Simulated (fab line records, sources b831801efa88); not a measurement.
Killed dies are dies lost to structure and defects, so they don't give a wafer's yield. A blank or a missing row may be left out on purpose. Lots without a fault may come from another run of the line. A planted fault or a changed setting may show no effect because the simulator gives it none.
Which tool did it? | flow gf180mcu | 14 lots, 42 wafers sampled, at 5 steps of a route of 602

WHAT THE GAUGES READ, wafer by wafer
GF_HV_LDD_TW_MEAS_11.
lot  | measured     | on            | HV_LDD_TW
L334 | day 10 05:28 | film_metro-04 | 2432 2451 2448
L335 | day 10 09:49 | film_metro-01 | 2448 2446 2437
L336 | day 10 21:35 | film_metro-03 | 2438 2444 2426
L338 | day 11 09:51 | film_metro-03 | 2436 2424 2425
L339 | day 11 22:28 | film_metro-01 | 2427 2439 2428
L342 | day 12 20:18 | film_metro-03 | 2432 2446 2449
L345 | day 13 15:40 | film_metro-01 | 2443 2446 2444
L349 | day 14 17:37 | film_metro-01 | 2408 2411 2412
L350 | day 15 13:43 | film_metro-03 | 2439 2439 2438
L351 | day 15 23:01 | film_metro-03 | 2449 2440 2437
L353 | day 16 13:17 | film_metro-04 | 2440 2444 2438
L354 | day 16 18:14 | film_metro-01 | 2423 2416 2415
L355 | day 17 05:52 | film_metro-03 | 2428 2443 2446
L356 | day 17 09:38 | film_metro-01 | 2434 2420 2415

GF_HV_LDD_TW_MEAS_38.
lot  | measured     | on            | HV_LDD_3_TW
L334 | day 11 19:11 | film_metro-04 | 1453 1455 1448
L335 | day 12 00:01 | film_metro-01 | 1447 1453 1453
L336 | day 12 11:26 | film_metro-04 | 1461 1459 1469
L338 | day 13 01:26 | film_metro-01 | 1330 1323 1328
L339 | day 13 14:41 | film_metro-01 | 1322 1329 1326
L342 | day 14 13:31 | film_metro-01 | 1430 1426 1432
L345 | day 15 11:01 | film_metro-04 | 1452 1459 1465
L349 | day 16 14:55 | film_metro-03 | 1455 1447 1447
L350 | day 17 12:04 | film_metro-01 | 1441 1447 1445
L351 | day 17 20:53 | film_metro-04 | 1460 1452 1456
L353 | day 18 11:26 | film_metro-03 | 1454 1446 1446
L354 | day 18 16:44 | film_metro-01 | 1442 1429 1438
L355 | day 19 05:55 | film_metro-04 | 1462 1460 1464
L356 | day 19 09:05 | film_metro-01 | 1440 1441 1438

WHICH TOOL RAN EACH LOT (tool, then ch and the chambers of the sampled wafers, then the start)
lot  | GF_HV_LDD_STRIP_22                   | GF_HV_LDD_IMPLANT_35            | GF_HV_LDD_STRIP_37
L334 | plasma_asher-04 ch 0,1, day 11 00:25 | implanter-02 ch 0, day 11 18:48 | plasma_asher-02 ch 0,1, day 11 19:04
L335 | plasma_asher-01 ch 1, day 11 04:46   | implanter-03 ch 0, day 11 23:37 | plasma_asher-04 ch 0,1, day 11 23:55
L336 | plasma_asher-01 ch 0,1, day 11 15:40 | implanter-01 ch 0, day 12 11:03 | plasma_asher-04 ch 0, day 12 11:19
L338 | plasma_asher-01 ch 0,1, day 12 05:28 | implanter-03, day 13 01:04      | plasma_asher-04 ch 0,1, day 13 01:21
L339 | plasma_asher-04 ch 0,1, day 12 17:55 | implanter-03, day 13 14:17      | plasma_asher-01 ch 0,1, day 13 14:35
L342 | plasma_asher-02 ch 0,1, day 13 16:01 | implanter-03 ch 0, day 14 13:07 | plasma_asher-04 ch 0,1, day 14 13:25
L345 | plasma_asher-02 ch 1, day 14 12:23   | implanter-03 ch 0, day 15 10:37 | plasma_asher-02 ch 0,1, day 15 10:55
L349 | plasma_asher-04 ch 0,1, day 15 15:34 | implanter-01 ch 0, day 16 14:31 | plasma_asher-02 ch 0,1, day 16 14:49
L350 | plasma_asher-02 ch 0,1, day 16 12:34 | implanter-03 ch 0, day 17 11:40 | plasma_asher-02 ch 0,1, day 17 11:58
L351 | plasma_asher-02 ch 0,1, day 16 21:37 | implanter-03 ch 0, day 17 20:29 | plasma_asher-01 ch 0,1, day 17 20:47
L353 | plasma_asher-01 ch 0,1, day 17 11:43 | implanter-03 ch 0, day 18 11:02 | plasma_asher-02 ch 0,1, day 18 11:20
L354 | plasma_asher-02 ch 0,1, day 17 16:43 | implanter-02 ch 0, day 18 16:20 | plasma_asher-01 ch 0,1, day 18 16:38
L355 | plasma_asher-01 ch 0,1, day 18 05:08 | implanter-01 ch 0, day 19 05:31 | plasma_asher-02 ch 0,1, day 19 05:49
L356 | plasma_asher-01 ch 0,1, day 18 08:56 | implanter-02 ch 0, day 19 08:42 | plasma_asher-04 ch 0,1, day 19 08:59
- GF_HV_LDD_STRIP_22: strips in O2/N2.
- GF_HV_LDD_IMPLANT_35
- GF_HV_LDD_STRIP_37: strips in O2/N2.

WHAT THE TOOLS THEMSELVES READ (means of the sampled wafers that have a number; where no wafer has one, the mark that the record gives instead)
GF_HV_LDD_STRIP_22.
lot  | tool            | drypump_motor_current_A (A) | heater_power_w (W) | oes_product_au (a.u.) | strip_time_to_endpoint_s (s)
L334 | plasma_asher-04 | 6.3                         | 333                | 0.713                 | 12.72
L335 | plasma_asher-01 | 6.2                         | 343                | 0.719                 | 12.66
L336 | plasma_asher-01 | 6.4                         | 347                | 0.718                 | 12.65
L338 | plasma_asher-01 | 6.5                         | 347                | 0.716                 | 12.69
L339 | plasma_asher-04 | 6.3                         | 333                | 0.712                 | 12.57
L342 | plasma_asher-02 | 5.3                         | 358                | 0.719                 | 12.62
L345 | plasma_asher-02 | 5.9                         | 399                | 0.717                 | 12.67
L349 | plasma_asher-04 | 6.3                         | 327                | 0.719                 | 12.66
L350 | plasma_asher-02 | 5.3                         | 360                | 0.714                 | 12.63
L351 | plasma_asher-02 | 5.6                         | 381                | 0.714                 | 12.68
L353 | plasma_asher-01 | 6.4                         | 340                | 0.713                 | 12.64
L354 | plasma_asher-02 | 5.3                         | 364                | 0.717                 | 12.70
L355 | plasma_asher-01 | 6.4                         | 350                | 0.719                 | 12.66
L356 | plasma_asher-01 | 6.4                         | 343                | 0.717                 | 12.65

GF_HV_LDD_IMPLANT_35.
lot  | tool         | beam_energy_keV | beam_on_s (s) | dose_ions_cm2 | end_station_pressure_torr (Torr)
L334 | implanter-02 | 60.004          | 10.01         | 7.496e+12     | 4.73e-06
L335 | implanter-03 | 60.006          | 9.97          | 7.494e+12     | 5.00e-06
L336 | implanter-01 | 59.993          | 10.10         | 7.490e+12     | 5.26e-06
L338 | implanter-03 | -               | -             | -             | -
L339 | implanter-03 | -               | -             | -             | -
L342 | implanter-03 | 59.985          | 10.06         | 7.511e+12     | 5.24e-06
L345 | implanter-03 | 59.995          | 9.99          | 7.497e+12     | 4.99e-06
L349 | implanter-01 | 59.982          | 9.93          | 7.494e+12     | 5.18e-06
L350 | implanter-03 | 59.998          | 9.85          | 7.499e+12     | 5.23e-06
L351 | implanter-03 | 59.992          | 10.08         | 7.499e+12     | 4.88e-06
L353 | implanter-03 | 59.970          | 9.86          | 7.488e+12     | 5.19e-06
L354 | implanter-02 | 60.002          | 10.05         | 7.496e+12     | 4.83e-06
L355 | implanter-01 | 60.023          | 9.90          | 7.498e+12     | 4.90e-06
L356 | implanter-02 | 60.014          | 10.14         | 7.490e+12     | 5.05e-06

GF_HV_LDD_STRIP_37.
lot  | tool            | drypump_motor_current_A (A) | heater_power_w (W) | oes_product_au (a.u.) | strip_time_to_endpoint_s (s)
L334 | plasma_asher-02 | 5.6                         | 380                | 0.717                 | 12.62
L335 | plasma_asher-04 | 6.3                         | 326                | 0.719                 | 12.67
L336 | plasma_asher-04 | 6.2                         | 318                | 0.720                 | 12.63
L338 | plasma_asher-04 | 6.3                         | 338                | 0.715                 | 12.64
L339 | plasma_asher-01 | 6.3                         | 349                | 0.716                 | 12.60
L342 | plasma_asher-04 | 6.3                         | 338                | 0.717                 | 12.68
L345 | plasma_asher-02 | 5.6                         | 382                | 0.719                 | 12.65
L349 | plasma_asher-02 | 5.3                         | 360                | 0.712                 | 12.61
L350 | plasma_asher-02 | 5.6                         | 379                | 0.718                 | 12.68
L351 | plasma_asher-01 | 6.5                         | 349                | 0.713                 | 12.65
L353 | plasma_asher-02 | 5.6                         | 378                | 0.715                 | 12.65
L354 | plasma_asher-01 | 6.3                         | 344                | 0.718                 | 12.67
L355 | plasma_asher-02 | 5.3                         | 363                | 0.714                 | 12.67
L356 | plasma_asher-04 | 6.3                         | 327                | 0.711                 | 12.73

THE ANSWER, worked out from the rows above alone
Rule: what is usual is taken from the lots themselves. Put in order of their means at a reading, lots are off if they are a third of the lots or fewer, leave a main group of 4 or more, and stand apart from it by a gap of 3 or more times the standard deviation of the main group's means; of several such gaps the widest counts. A main group whose means are all the same, to the digits that the tables above print for the reading, isn't used. A lot without any number at a reading at which 4 lots or more have one is off too. The other lots that the step has rows for count as sound. The gauges are gone through in route order, then the tools' own readings, and for those a lot's mean is taken as printed above. The first step at which some lot is off is used, and at that step the reading that is off furthest; a lot without a number counts as furthest.
Off: L338, L339, at GF_HV_LDD_TW_MEAS_38 (HV_LDD_3_TW). The main group: mean 1449, standard deviation 9.9.
A tool fits if, at a process step before that reading, it ran every lot that is off, and no sound lot after the first of them. The gauges at GF_HV_LDD_TW_MEAS_38 aren't tried: what is off there is off at GF_HV_LDD_IMPLANT_35 too, on other tools, and a gauge's error can't cause that. None of those tried fits.

WHAT THE SIMULATOR HAD PUT IN
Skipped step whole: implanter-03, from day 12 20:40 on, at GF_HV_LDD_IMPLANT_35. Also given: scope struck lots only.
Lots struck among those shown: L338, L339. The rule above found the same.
